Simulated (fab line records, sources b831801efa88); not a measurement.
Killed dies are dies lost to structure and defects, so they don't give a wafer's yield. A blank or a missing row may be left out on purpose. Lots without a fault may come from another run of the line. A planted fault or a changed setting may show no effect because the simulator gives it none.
A struck lot beside a sound one | flow sky130 | 15 steps out of a route of 708
Sound: wafers L691.1, L691.2, L691.3. Struck: wafers L698.3, L698.5, L698.6. The cause comes at the end.
At each step with rows: each side's tool, then ch and its chambers, then its first start. Under that, the readings that differ: sound wafers | struck wafers | difference of the means | sigmas: that difference in standard deviations of wafers without a fault.
alike: readings whose means differ by less than 2 such deviations, and words and numbers that are the same on both sides. not compared: withheld readings, readings that some wafer has no value for, bounds like >300 that may hide the same value, and numbers for which the record gives no deviation and whose values overlap.
The two part at a step that has a row with sigmas, a row that says differs or no value, or rows on one side only. Numbers that don't overlap but have no deviation are shown without sigmas and don't part them. A reading that every wafer of one side lacks parts them only if that side has two wafers or more.

SKY_VIA3_STRIP_16: strips in O2/N2.
  sound on plasma_asher-02 ch 0,1, day 40 09:58; struck on plasma_asher-04 ch 0,1, day 42 08:50
  alike: drypump_motor_current_A, o2_flow_sccm, oes_product_au, strip_time_to_endpoint_s
  not compared: rf_hours_counter_h
then, 3 steps without rows for these wafers: SKY_VIA3_STRIP_17 (strips in post etch residue remover, time 1200 s); SKY_VIA3_CLEAN_18 (cleans in IPA, time 180 s); SKY_VIA3_CLEAN_19 (cleans in O3/DIW).
SKY_VIA3_SPUTTER_20: material TiN, target thk 20 nm, time 80 s.
  sound on pvd_sputter-01, day 40 10:58; struck on pvd_sputter-03, day 42 09:24
  alike: cathode_dc_power_W, throttle_valve_pct
SKY_VIA3_CVD_21: deposits W, target thk 390 nm, time 117.31 s.
  sound on cvd_w-02 ch 0,1, day 40 11:02; struck on cvd_w-02 ch 0,1, day 42 09:30
  alike: heater_power_w
SKY_VIA3_RS_MEAS_22: measures by four-point-probe.
  sound on film_metro-04, day 40 11:09; struck on film_metro-04, day 42 09:37
  alike: VIA3_W_RS
SKY_VIA3_THK_MEAS_23: measures by xrf.
  sound on film_metro-04, day 40 11:16; struck on film_metro-04, day 42 09:43
  alike: VIA3_W_THK
then, 2 steps without rows for these wafers: SKY_VIA3_CMP_24 (polishes, stops on SiO2, t overpolish 20 s, target thk 0 nm); SKY_METAL4_SPUTTER_00 (material Ti, target thk 15 nm, time 10 s).
SKY_METAL4_SPUTTER_01: material TiN, target thk 20 nm, time 16.7 s.
  sound on pvd_sputter-04, day 40 11:39; struck on pvd_sputter-04, day 42 10:05
  alike: cathode_dc_power_W, throttle_valve_pct
SKY_METAL4_SPUTTER_02: material AlCu, target thk 735 nm, time 39.1 s.
  sound on pvd_sputter-04, day 40 11:41; struck on pvd_sputter-04, day 42 10:07
  alike: cathode_dc_power_W, throttle_valve_pct
SKY_METAL4_SPUTTER_03: material Ti, target thk 5 nm, time 3.3 s.
  sound on pvd_sputter-04, day 40 11:43; struck on pvd_sputter-04, day 42 10:09
  reading                | sound                | struck               | difference | sigmas
  cathode_dc_power_W (W) | 3000.3 3000.5 3000.3 | 2863.9 2863.9 2863.0 | -136.8     | -99 or more
  alike: throttle_valve_pct
  not compared: model.Ti_of_METAL4_SPUTTER_03.thk_nm
then, 1 step without rows for these wafers: SKY_METAL4_SPUTTER_04 (material TiN, target thk 70 nm, time 58.3 s).
-- the record jumps here: 6 days lie between the struck wafers' starts before and after (it left off in module METAL4 and takes up again in module PAD_OPEN, whose first step shown is number 708 of the route) --
SKY_PAD_OPEN_PROBE_99:
  the record has rows for the struck wafers here (prober-01, day 48 03:45) and none for the sound ones

WHERE THEY PART
First at SKY_METAL4_SPUTTER_03; last, within this record, at SKY_PAD_OPEN_PROBE_99.

WHY: what the simulator had put in
Process parameter drift: pvd_sputter-04, from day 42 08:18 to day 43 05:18, at SKY_METAL4_SPUTTER_03. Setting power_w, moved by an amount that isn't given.
